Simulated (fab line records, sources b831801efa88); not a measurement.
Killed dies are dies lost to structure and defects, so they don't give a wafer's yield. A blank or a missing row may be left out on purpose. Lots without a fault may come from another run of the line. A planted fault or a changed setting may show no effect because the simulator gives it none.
Which tool did it? | flow gf180mcu | 6 lots, 18 wafers sampled, at 1 step of a route of 602

WHAT THE GAUGES READ, wafer by wafer
GF_M1_THK_MEAS_06: measures by xrf.
lot  | measured     | on            | M1_ALCU_THK (nm)
L449 | day 16 21:35 | film_metro-03 | 435 436 433
L451 | day 17 13:03 | film_metro-01 | 437 437 437
L457 | day 19 22:55 | film_metro-03 | 449 440 443
L464 | day 22 14:10 | film_metro-04 | 438 440 442
L467 | day 23 11:13 | film_metro-04 | 438 434 441
L469 | day 23 21:22 | film_metro-03 | 443 444 441

WHICH TOOL RAN EACH LOT (tool, then ch and the chambers of the sampled wafers, then the start)
The record holds no process step before these readings.

THE ANSWER, worked out from the rows above alone
Rule: what is usual is taken from the lots themselves. Put in order of their means at a reading, lots are off if they are a third of the lots or fewer, leave a main group of 4 or more, and stand apart from it by a gap of 3 or more times the standard deviation of the main group's means; of several such gaps the widest counts. A main group whose means are all the same, to the digits that the tables above print for the reading, isn't used. A lot without any number at a reading at which 4 lots or more have one is off too. The other lots that the step has rows for count as sound.
No lot is off at any reading shown: from this, nothing can be told.

WHAT THE SIMULATOR HAD PUT IN
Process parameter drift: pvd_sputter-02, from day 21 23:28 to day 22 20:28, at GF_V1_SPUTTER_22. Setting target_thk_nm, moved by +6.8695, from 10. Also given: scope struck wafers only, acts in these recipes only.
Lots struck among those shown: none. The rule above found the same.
